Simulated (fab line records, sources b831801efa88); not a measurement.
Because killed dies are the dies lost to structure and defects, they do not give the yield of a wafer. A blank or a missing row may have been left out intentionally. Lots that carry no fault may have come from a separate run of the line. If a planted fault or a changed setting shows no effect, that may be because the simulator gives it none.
Chamber matching	flow gf180mcu	cmp-02 running GF_V3_CMP_26: 4 sister chambers
The step polishes, stops on SiO2, t overpolish 15 s, target thk 0 nm. 8 wafers are shown with their chamber, then 12 later ones without.

WAFERS PAIRED WITH THEIR CHAMBERS
wafer	chamber	motor current A (A)	time to endpoint s (s)
L089.3	2	12.8	78
L089.4	1	8.8	86
L091.2	2	13.2	84
L091.4	1	8.5	88
L091.6	3	11.9	85
L090.3	3	12.6	80
L090.4	0	10.1	82
L090.5	0	10.2	82

WAFERS WITH NO CHAMBER GIVEN
wafer	motor current A (A)	time to endpoint s (s)
L092.1	8.9	92
L092.2	12.0	83
L092.6	12.2	80
L093.1	10.1	89
L093.2	11.9	84
L093.6	10.3	86
L095.3	13.2	81
L095.5	12.6	78
L095.6	8.5	85
L096.3	9.0	87
L096.4	12.4	78
L096.5	11.9	78

WHICH CHAMBER EACH ONE RAN IN
wafer	from the rows above	in truth
L092.1	1	1
L092.2	3	3
L092.6	can't be placed: 3 or 2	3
L093.1	0	0
L093.2	3	3
L093.6	0	0
L095.3	2	2
L095.5	can't be placed: 2 or 3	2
L095.6	1	1
L096.3	1	1
L096.4	can't be placed: 3 or 2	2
L096.5	can't be placed: 3 or 2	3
8 of 12 placed correctly. These rows do not allow placing 4 (true chamber among the candidates in 4). 0 placed wrongly.
How it was worked out, from the rows above alone: a wafer's distance from a chamber is the root of the sum, over the readings, of the square of ((its reading less the chamber's mean) divided by the reading's scatter). If the next closest chamber is less than 2 further off than the closest, the wafer can't be placed; otherwise it belongs to the closest. The mean given for a chamber averages the wafers shown for that chamber. The scatter: the root of (the sum of the squares of (reading less its chamber's mean) over the shown wafers, divided by (wafers less chambers)).
